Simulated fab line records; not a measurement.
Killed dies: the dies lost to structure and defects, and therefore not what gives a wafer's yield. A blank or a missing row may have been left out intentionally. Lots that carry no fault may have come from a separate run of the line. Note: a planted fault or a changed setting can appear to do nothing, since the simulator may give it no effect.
fab line records + flow sky130
record
- lots=7
- wafers=21
- last-day=50
route steps=708 shown LDD_HVN@274 LDD_HVP@278
lots with no fault: from the same line, run without faults
start-h: the number of hours between the record's first day and the start of the first shown wafer of the lot + wait-h: hours since the lot's step before + " the same as in the row above + L1.1+2: a row that stands for several wafers + - no value, or no start was given + * or withheld: withheld + < > ~ a bound
route shown NAME@n: names a module that has steps shown in the file, with the first one's number in the route + usual: mean and standard deviation over wafers with no fault + same: alike in all rows + chamber/n: place in a boat + sites: readings site by site + _std_site: standard deviation of those values + _edge_site: mean of outer sites minus mean of inner sites + radius-mm: how far each site lies from the wafer's centre + mask NAME#n: copy n + behind: the last tool/chamber to shape the wafer + hold: cause of the lot's hold/its duration in hours/its outcome + device: whichever transistor did not switch (one of n, p or np) + end of line: the route-end tests of the same wafers + a step without rows: its recipe alone + killed: dies that structure and defects cost at the first sort, which is not the same as the wafer's yield + map: a wafer's dies, x killed, . not, _ none there
set.NAME: the setting the step ran with; set.NAME@STEP: the setting that earlier step ran with + model.NAME: the simulator's own value behind a step, which no gauge read
a table for each step, a row for each wafer; lots at some steps of the route
services: the hour from which a tool's chamber was out of use, counted from the record's first day as start-h (under 0 if before that day), plus the number of hours and why
## steps
# step SKY_LDD_HVN_OVL_MEAS_07
# usual
- LDD_HVN_OVL=0.9/1.6
| lot.wafer | tool       | chamber | start-h | wait-h | LDD_HVN_OVL[nm] |
|-----------|------------|---------|---------|--------|-----------------|
| L824.2    | overlay-02 | -       | 510.93  | 0.1    | 1.7             |
| L824.3    | "          | -       | "       | "      | 0.7             |
| L824.4    | "          | -       | "       | "      | 3.5             |
| L827.1    | overlay-01 | -       | 533.15  | 0.1    | 1.1             |
| L827.4    | "          | -       | "       | "      | 2.1             |
| L827.5    | "          | -       | "       | "      | 1.1             |
| L831.2    | overlay-01 | -       | 563.40  | 0.1    | -0.4            |
| L831.3    | "          | -       | "       | "      | 0.3             |
| L831.6    | "          | -       | "       | "      | -0.6            |
| L833.3    | overlay-01 | -       | 572.29  | 0.1    | 1.1             |
| L833.5    | "          | -       | "       | "      | 2.9             |
| L833.6    | "          | -       | "       | "      | 1.5             |
| L832.1    | overlay-01 | -       | 574.35  | 0.1    | 2.7             |
| L832.2    | "          | -       | "       | "      | 1.8             |
| L832.3    | "          | -       | "       | "      | 1.9             |
| L842.1    | overlay-01 | -       | 651.92  | 0.1    | 1.3             |
| L842.4    | "          | -       | "       | "      | 0.1             |
| L842.5    | "          | -       | "       | "      | 1.2             |
| L843.2    | overlay-01 | -       | 655.40  | 0.1    | 2.3             |
| L843.3    | "          | -       | "       | "      | 0.5             |
| L843.5    | "          | -       | "       | "      | -2.6            |
# step SKY_LDD_HVN_IMPLANT_08
# recipe
- species=P
- energy-kev=60
- dose-cm2=3e+13
- tilt-deg=40
# step SKY_LDD_HVN_STRIP_09
# recipe
- chemistry=O2/N2
- power-w=1400
- pressure-mtorr=1500
- platen-temp-c=withheld
- o2-flow-sccm=3000
- n2-flow-sccm=300
- overash-fraction=0.5
# usual
- chamber-pressure-mTorr=1500.0/1.4
- drypump-motor-current-A=5.6/0.52
- oes-product-au=0.408/0.0051
- strip-time-to-endpoint-s=4.133/0.016
| lot.wafer | tool            | chamber | start-h | wait-h | chamber-pressure-mTorr | drypump-motor-current-A | oes-product-au | rf-hours-counter-h | strip-time-to-endpoint-s |
|-----------|-----------------|---------|---------|--------|------------------------|-------------------------|----------------|--------------------|--------------------------|
| L824.2    | plasma-asher-03 | 0       | 511.11  | 0.1    | 1498.1                 | 4.7                     | 0.408          | 6                  | 4.152                    |
| L824.3    | "               | 0       | "       | "      | 1500.1                 | 4.7                     | 0.404          | -                  | 4.138                    |
| L824.4    | "               | 1       | "       | "      | 1497.3                 | 5.9                     | 0.415          | -                  | 4.145                    |
| L827.1    | plasma-asher-04 | 1       | 533.33  | 0.1    | 1498.0                 | 6.5                     | 0.402          | 40                 | 4.128                    |
| L827.4    | "               | 1       | "       | "      | 1498.9                 | 6.5                     | 0.407          | -                  | 4.119                    |
| L827.5    | "               | 1       | "       | "      | 1500.7                 | 6.5                     | 0.423          | -                  | 4.122                    |
| L831.2    | plasma-asher-04 | 0       | 563.58  | 0.1    | 1498.6                 | 6.0                     | 0.400          | 43                 | 4.132                    |
| L831.3    | "               | 0       | "       | "      | 1498.1                 | 6.0                     | 0.406          | -                  | 4.137                    |
| L831.6    | "               | 1       | "       | "      | 1500.0                 | 6.5                     | 0.407          | -                  | 4.119                    |
| L833.3    | plasma-asher-02 | 1       | 572.49  | 0.1    | 1498.5                 | 5.3                     | 0.409          | -                  | 4.149                    |
| L833.5    | "               | 1       | "       | "      | 1498.6                 | 5.3                     | 0.411          | -                  | 4.160                    |
| L833.6    | "               | 0       | "       | "      | 1499.1                 | 5.6                     | 0.403          | -                  | 4.124                    |
| L832.1    | plasma-asher-03 | 0       | 574.53  | 0.1    | 1499.3                 | 4.7                     | 0.405          | 13                 | 4.107                    |
| L832.2    | "               | 1       | "       | "      | 1499.3                 | 5.8                     | 0.407          | 13                 | 4.118                    |
| L832.3    | "               | 0       | "       | "      | 1499.3                 | 4.7                     | 0.414          | -                  | 4.122                    |
| L842.1    | plasma-asher-02 | 0       | 652.11  | 0.1    | 1500.3                 | 5.6                     | 0.405          | 106                | 4.126                    |
| L842.4    | "               | 0       | "       | "      | 1499.5                 | 5.6                     | 0.411          | -                  | 4.121                    |
| L842.5    | "               | 1       | "       | "      | 1500.7                 | 5.3                     | 0.408          | -                  | 4.121                    |
| L843.2    | plasma-asher-03 | 0       | 655.58  | 0.1    | 1497.3                 | 4.7                     | 0.416          | 21                 | 4.134                    |
| L843.3    | "               | 0       | "       | "      | 1499.7                 | 4.7                     | 0.411          | -                  | 4.145                    |
| L843.5    | "               | 0       | "       | "      | 1499.0                 | 4.7                     | 0.406          | -                  | 4.128                    |
# step SKY_LDD_HVN_TW_MEAS_10
# usual
- LDD_HVN_TW=1414/14
| lot.wafer | tool          | chamber | start-h | wait-h | LDD_HVN_TW |
|-----------|---------------|---------|---------|--------|------------|
| L824.2    | film-metro-03 | -       | 511.22  | 0.1    | 1412       |
| L824.3    | "             | -       | "       | "      | 1411       |
| L824.4    | "             | -       | "       | "      | 1411       |
| L827.1    | film-metro-01 | -       | 533.43  | 0.1    | 1411       |
| L827.4    | "             | -       | "       | "      | 1419       |
| L827.5    | "             | -       | "       | "      | 1413       |
| L831.2    | film-metro-01 | -       | 563.69  | 0.1    | 1404       |
| L831.3    | "             | -       | "       | "      | 1399       |
| L831.6    | "             | -       | "       | "      | 1399       |
| L833.3    | film-metro-03 | -       | 572.58  | 0.1    | 1408       |
| L833.5    | "             | -       | "       | "      | 1408       |
| L833.6    | "             | -       | "       | "      | 1419       |
| L832.1    | film-metro-01 | -       | 574.63  | 0.1    | 1402       |
| L832.2    | "             | -       | "       | "      | 1401       |
| L832.3    | "             | -       | "       | "      | 1394       |
| L842.1    | film-metro-01 | -       | 652.21  | 0.1    | 1399       |
| L842.4    | "             | -       | "       | "      | 1401       |
| L842.5    | "             | -       | "       | "      | 1395       |
| L843.2    | film-metro-03 | -       | 655.69  | 0.1    | 1407       |
| L843.3    | "             | -       | "       | "      | 1418       |
| L843.5    | "             | -       | "       | "      | 1412       |
# step SKY_LDD_HVP_DEHYDRATE_00
# recipe
- temp-c=200
- time-s=60
# step SKY_LDD_HVP_HMDS_01
# recipe
- prime-time-s=60
- prime-temp-c=120
# step SKY_LDD_HVP_COAT_02
# recipe
- resist=NOVOLAK
- spin-rpm=3000
- resist-thk-nm=300
# step SKY_LDD_HVP_SOFTBAKE_03
# recipe
- temp-c=90
- time-s=60
- resist=NOVOLAK
# step SKY_LDD_HVP_EXPOSE_04
# recipe
- mask-id=HVPTM
- na=0.6
- source-shape=conventional
- sigma-outer=0.6
- polarization=unpolarized
- target-cd-nm=700
- dose-mj=86
# step SKY_LDD_HVP_PEB_05
# recipe
- temp-c=withheld
- time-s=*
- resist=NOVOLAK
# step SKY_LDD_HVP_DEVELOP_06
# recipe
- resist=NOVOLAK
- developer=TMAH
- develop-time-s=60
- dev-temp-c=23
# step SKY_LDD_HVP_OVL_MEAS_07
# usual
- LDD_HVP_OVL=-0.2/1.2
| lot.wafer | tool       | chamber | start-h | wait-h | LDD_HVP_OVL[nm] |
|-----------|------------|---------|---------|--------|-----------------|
| L824.2    | overlay-02 | -       | 540.90  | 0.1    | -1.1            |
| L824.3    | "          | -       | "       | "      | -0.5            |
| L824.4    | "          | -       | "       | "      | -1.6            |
| L827.1    | overlay-01 | -       | 563.70  | 0.1    | -1.4            |
| L827.4    | "          | -       | "       | "      | -0.2            |
| L827.5    | "          | -       | "       | "      | -0.3            |
| L831.2    | overlay-02 | -       | 592.63  | 0.1    | 0.6             |
| L831.3    | "          | -       | "       | "      | 0.0             |
| L831.6    | "          | -       | "       | "      | 2.2             |
| L833.3    | overlay-02 | -       | 600.66  | 0.1    | 0.1             |
| L833.5    | "          | -       | "       | "      | 2.8             |
| L833.6    | "          | -       | "       | "      | 1.5             |
| L832.1    | overlay-01 | -       | 603.75  | 0.1    | 0.3             |
| L832.2    | "          | -       | "       | "      | 0.8             |
| L832.3    | "          | -       | "       | "      | 0.3             |
| L842.1    | overlay-02 | -       | 680.45  | 0.1    | -0.7            |
| L842.4    | "          | -       | "       | "      | -1.6            |
| L842.5    | "          | -       | "       | "      | 1.2             |
| L843.2    | overlay-02 | -       | 683.55  | 0.1    | -1.0            |
| L843.3    | "          | -       | "       | "      | 0.2             |
| L843.5    | "          | -       | "       | "      | -2.4            |
# step SKY_LDD_HVP_IMPLANT_08
# recipe
- species=B
- energy-kev=20
- dose-cm2=1.7e+13
- tilt-deg=17.9
# usual
- beam-energy-keV=20.000/0.0062
- beam-on-s=10.00/0.19
| lot.wafer | tool         | chamber | start-h | wait-h | beam-energy-keV | beam-on-s |
|-----------|--------------|---------|---------|--------|-----------------|-----------|
| L824.2    | implanter-01 | 0       | 540.96  | 0.0    | 19.988          | 9.97      |
| L824.3    | "            | 0       | "       | "      | 19.992          | 10.14     |
| L824.4    | "            | 0       | "       | "      | 19.996          | 9.80      |
| L827.1    | implanter-03 | 0       | 563.73  | 0.0    | 19.993          | 10.17     |
| L827.4    | "            | 0       | "       | "      | 20.004          | 10.02     |
| L827.5    | "            | 0       | "       | "      | 20.008          | 9.91      |
| L831.2    | implanter-03 | -       | 592.69  | 0.0    | -               | -         |
| L831.3    | "            | -       | "       | "      | -               | -         |
| L831.6    | "            | -       | "       | "      | -               | -         |
| L833.3    | implanter-03 | -       | 600.73  | 0.1    | -               | -         |
| L833.5    | "            | -       | "       | "      | -               | -         |
| L833.6    | "            | -       | "       | "      | -               | -         |
| L832.1    | implanter-01 | -       | 603.78  | 0.0    | -               | -         |
| L832.2    | "            | -       | "       | "      | -               | -         |
| L832.3    | "            | -       | "       | "      | -               | -         |
| L842.1    | implanter-01 | 0       | 680.48  | 0.0    | 20.002          | 9.80      |
| L842.4    | "            | 0       | "       | "      | 20.007          | 10.10     |
| L842.5    | "            | 0       | "       | "      | 20.012          | 10.46     |
| L843.2    | implanter-03 | 0       | 683.61  | 0.0    | 20.003          | 10.19     |
| L843.3    | "            | 0       | "       | "      | 19.994          | 9.93      |
| L843.5    | "            | 0       | "       | "      | 20.001          | 10.10     |
# step SKY_LDD_HVP_STRIP_09
# recipe
- chemistry=O2/N2
- power-w=1400
- pressure-mtorr=1500
- platen-temp-c=withheld
- o2-flow-sccm=3000
- n2-flow-sccm=300
- overash-fraction=0.5
# usual
- chamber-pressure-mTorr=1499.9/1.3
- drypump-motor-current-A=5.8/0.43
- oes-product-au=0.408/0.004
- strip-time-to-endpoint-s=4.131/0.016
| lot.wafer | tool            | chamber | start-h | wait-h | chamber-pressure-mTorr | drypump-motor-current-A | oes-product-au | rf-hours-counter-h | strip-time-to-endpoint-s |
|-----------|-----------------|---------|---------|--------|------------------------|-------------------------|----------------|--------------------|--------------------------|
| L824.2    | plasma-asher-04 | 1       | 541.08  | 0.1    | 1499.6                 | 6.4                     | 0.411          | 41                 | 4.164                    |
| L824.3    | "               | 1       | "       | "      | 1497.0                 | 6.5                     | 0.409          | -                  | 4.133                    |
| L824.4    | "               | 0       | "       | "      | 1501.3                 | 6.0                     | 0.408          | -                  | 4.143                    |
| L827.1    | plasma-asher-01 | 0       | 563.88  | 0.1    | 1501.9                 | 6.0                     | 0.411          | 71                 | 4.138                    |
| L827.4    | "               | 1       | "       | "      | 1501.1                 | 5.3                     | 0.404          | -                  | 4.130                    |
| L827.5    | "               | 1       | "       | "      | 1502.8                 | 5.3                     | 0.412          | -                  | 4.147                    |
| L831.2    | plasma-asher-02 | 1       | 592.81  | 0.1    | 1500.8                 | 5.3                     | 0.405          | 100                | 4.111                    |
| L831.3    | "               | 0       | "       | "      | 1498.1                 | 5.6                     | 0.403          | -                  | 4.109                    |
| L831.6    | "               | 0       | "       | "      | 1498.7                 | 5.7                     | 0.406          | -                  | 4.098                    |
| L833.3    | plasma-asher-01 | 1       | 600.87  | 0.1    | 1502.2                 | 5.3                     | 0.411          | -                  | 4.141                    |
| L833.5    | "               | 1       | "       | "      | 1499.7                 | 5.3                     | 0.410          | -                  | 4.151                    |
| L833.6    | "               | 0       | "       | "      | 1499.9                 | 6.0                     | 0.412          | -                  | 4.133                    |
| L832.1    | plasma-asher-01 | 1       | 603.93  | 0.1    | 1497.8                 | 5.3                     | 0.407          | 75                 | 4.125                    |
| L832.2    | "               | 0       | "       | "      | 1501.9                 | 6.0                     | 0.410          | 75                 | 4.126                    |
| L832.3    | "               | 0       | "       | "      | 1501.6                 | 6.0                     | 0.405          | -                  | 4.138                    |
| L842.1    | plasma-asher-04 | 1       | 680.63  | 0.1    | 1500.5                 | 6.5                     | 0.409          | 55                 | 4.112                    |
| L842.4    | "               | 1       | "       | "      | 1498.7                 | 6.5                     | 0.402          | -                  | 4.147                    |
| L842.5    | "               | 1       | "       | "      | 1499.7                 | 6.5                     | 0.408          | -                  | 4.136                    |
| L843.2    | plasma-asher-04 | 0       | 683.73  | 0.1    | 1499.1                 | 6.1                     | 0.407          | 56                 | 4.161                    |
| L843.3    | "               | 1       | "       | "      | 1500.6                 | 6.5                     | 0.410          | -                  | 4.153                    |
| L843.5    | "               | 0       | "       | "      | 1499.9                 | 6.0                     | 0.401          | -                  | 4.132                    |
# step SKY_LDD_HVP_TW_MEAS_10
# usual
- LDD_HVP_TW=449/3.6
| lot.wafer | tool          | chamber | start-h | wait-h | LDD_HVP_TW |
|-----------|---------------|---------|---------|--------|------------|
| L824.2    | film-metro-01 | -       | 541.19  | 0.1    | 449        |
| L824.3    | "             | -       | "       | "      | 447        |
| L824.4    | "             | -       | "       | "      | 448        |
| L827.1    | film-metro-04 | -       | 563.98  | 0.1    | 453        |
| L827.4    | "             | -       | "       | "      | 453        |
| L827.5    | "             | -       | "       | "      | 454        |
| L831.2    | film-metro-01 | -       | 592.92  | 0.1    | 29         |
| L831.3    | "             | -       | "       | "      | 29         |
| L831.6    | "             | -       | "       | "      | 29         |
| L833.3    | film-metro-01 | -       | 600.95  | 0.1    | 29         |
| L833.5    | "             | -       | "       | "      | 29         |
| L833.6    | "             | -       | "       | "      | 29         |
| L832.1    | film-metro-04 | -       | 604.03  | 0.1    | 30         |
| L832.2    | "             | -       | "       | "      | 30         |
| L832.3    | "             | -       | "       | "      | 30         |
| L842.1    | film-metro-04 | -       | 680.73  | 0.1    | 450        |
| L842.4    | "             | -       | "       | "      | 451        |
| L842.5    | "             | -       | "       | "      | 450        |
| L843.2    | film-metro-01 | -       | 683.84  | 0.1    | 444        |
| L843.3    | "             | -       | "       | "      | 444        |
| L843.5    | "             | -       | "       | "      | 448        |
## services
| tool            | chamber | start-h | hours | kind   |
|-----------------|---------|---------|-------|--------|
| implanter-03    | -       | 506.30  | 3.3   | repair |
| plasma-asher-01 | -       | 528.85  | 9.4   | repair |
| implanter-01    | -       | 531.52  | 2.8   | repair |
| implanter-03    | -       | 538.21  | 3.0   | repair |
| plasma-asher-04 | -       | 547.36  | 5.3   | repair |
| plasma-asher-02 | -       | 556.55  | 1.0   | repair |
| implanter-01    | -       | 572.61  | 19.6  | pm     |
| implanter-01    | -       | 592.19  | 1.0   | repair |
| plasma-asher-01 | -       | 593.20  | 0.7   | repair |
| implanter-01    | -       | 607.51  | 19.4  | pm     |
| implanter-01    | -       | 633.29  | 5.2   | pm     |
| plasma-asher-01 | -       | 652.23  | 0.6   | repair |
| plasma-asher-02 | -       | 676.57  | 8.3   | repair |
| plasma-asher-02 | -       | 679.12  | 1.8   | repair |
| plasma-asher-01 | -       | 679.83  | 4.3   | pm     |
## key
first-sign
- step=SKY_LDD_HVP_IMPLANT_08
- reading=tool-record
- direction=missing
effect
- step=SKY_LDD_HVP_TW_MEAS_10
- reading=LDD_HVP_TW
- direction=down
- sigmas=99+
- usual=449
- struck=29
met-at SKY_LDD_HVP_IMPLANT_08
struck-wafers L831.2,L831.3,L831.6,L832.1,L832.2,L832.3,L833.3,L833.5,L833.6
later-rows-left-out L831.2,L831.3,L831.6,L832.1,L832.2,L832.3,L833.3,L833.5,L833.6
sort-left-out L831.2,L831.3,L831.6,L832.1,L832.2,L832.3,L833.3,L833.5,L833.6
tester-left-out L831,L832,L833
onset-between 563.73 592.69
fault
- kind=skipped-step-whole
- tool=implanter-01,implanter-03
- chamber=-
- onset-h=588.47
- steps=SKY_LDD_HVP_IMPLANT_08
- scope=struck-lots-only
# tester-left-out: of these lots the tester's yield and bins aren't shown, on N5 and GAA mostly nor the transistor test; their killed dies are dies lost to structure and defects alone, not to doping, threshold or leakage, so they don't give the yield
# sort-left-out: the simulated sort isn't trusted on such a fault, so these wafers' sort isn't shown, and their yield isn't known
# later-rows-left-out: the simulator's readings of these wafers behind a module that went badly wrong aren't trusted and aren't shown, but for the sort
